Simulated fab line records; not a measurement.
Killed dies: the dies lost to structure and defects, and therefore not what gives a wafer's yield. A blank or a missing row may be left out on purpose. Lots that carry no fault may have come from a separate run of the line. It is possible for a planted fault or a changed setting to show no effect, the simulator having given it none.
Struck lot and sound lot, side by side + flow sky130 + 12 out of 708 route steps
Sound: these wafers, L466.2, L466.4, L466.5. Struck: wafer L474.3; the same lot's L474.2 was not struck, so it is left out; see the end for the cause.
For every step that has rows: the tool of each side, followed by ch and its chambers, followed by its first start. Under that, the readings that differ: sound wafers + struck wafers + difference of the means + sigmas: that difference in standard deviations of wafers without a fault.
alike: same words and numbers on both sides, and readings whose means sit less than 2 such deviations apart. not compared: any withheld reading, any reading some wafer has no value for, any bound like >300 that may hide the same value, and any number with overlapping values for which the record gives no deviation.
The two part at a step that has a row with sigmas, a row that says differs or no value, or rows on one side only. Numbers that don't overlap but have no deviation are shown without sigmas and don't part them. Lack of a reading on every wafer of one side parts them only where that side has two or more wafers.

SKY_FIELD_ISO_BOW_MEAS_00:
  sound on film_metro-04 at day 4 03:01; struck on film_metro-04 at day 5 19:01
  alike: INCOMING_BOW
then, 1 step without rows for these wafers: SKY_FIELD_ISO_OXIDATION_01 (stabilise 600 s, purge 300 s, target thk 12 nm).
SKY_FIELD_ISO_THK_MEAS_02:
  sound on film_metro-01 at day 4 05:40; struck on film_metro-04 at day 5 20:38
  alike: FIELD_ISO_OXIDATION_00_THK
then, 1 step without rows for these wafers: SKY_FIELD_ISO_CVD_03 (deposits Si3N4 from DCS/NH3, target thk 165 nm, time 2830 s).
SKY_FIELD_ISO_THK_MEAS_04:
  sound on film_metro-02 at day 4 07:31; struck on film_metro-04 at day 5 23:38
  alike: FIELD_ISO_CVD_03_THK
then, 4 steps without rows for these wafers: SKY_FIELD_ISO_DEHYDRATE_05 (time 60 s); SKY_FIELD_ISO_HMDS_06 (prime time 60 s); SKY_FIELD_ISO_COAT_07 (resist thk 60 nm); SKY_FIELD_ISO_COAT_08 (resist thk 450 nm).
SKY_FIELD_ISO_SOFTBAKE_09: time 90 s.
  sound on litho_track-03 ch 0, day 4 15:00; struck on litho_track-03 ch 0, day 6 08:00
| reading                  | sound                | struck | difference | sigmas      |
|--------------------------|----------------------|--------|------------|-------------|
| heater_power_total_W (W) | 57.31 57.53 57.45    | 61.07  | +3.64      | +33         |
| run_length_s (s)         | 119.33 119.15 119.20 | 103.34 | -15.89     | -99 or more |
then, 1 step without rows for these wafers: SKY_FIELD_ISO_EXPOSE_10 (exposes mask FOM, target cd 150 nm).
-- a jump in the record: the struck wafers' starts before and after are 44 days apart (it breaks off in module FIELD_ISO and resumes in module PAD_OPEN, where the first step shown is number 708 of the route) --
SKY_PAD_OPEN_PROBE_99:
  sound on prober-01 at day 48 23:46; struck on prober-01 at day 50 15:46
| reading            | sound    | struck | difference | sigmas |
|--------------------|----------|--------|------------|--------|
| killed_at_M0_to_M3 | 43 54 47 | 27     | -21        | -3     |
| killed_at_contacts | 24 19 13 | 31     | +12        | +2     |
| killed_at_other    | 0 2 0    | 2      | +1         | +2     |
  alike: killed_at_M4_up, killed_at_front_end, killed_dies, killed_open, killed_short

== WHERE THEY PART ==
Last at SKY_PAD_OPEN_PROBE_99 as far as this record goes, first at SKY_FIELD_ISO_SOFTBAKE_09.

WHY: what had been put in by the simulator
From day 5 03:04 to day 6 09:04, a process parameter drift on litho_track-03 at SKY_FIELD_ISO_SOFTBAKE_09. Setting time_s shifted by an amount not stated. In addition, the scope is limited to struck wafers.
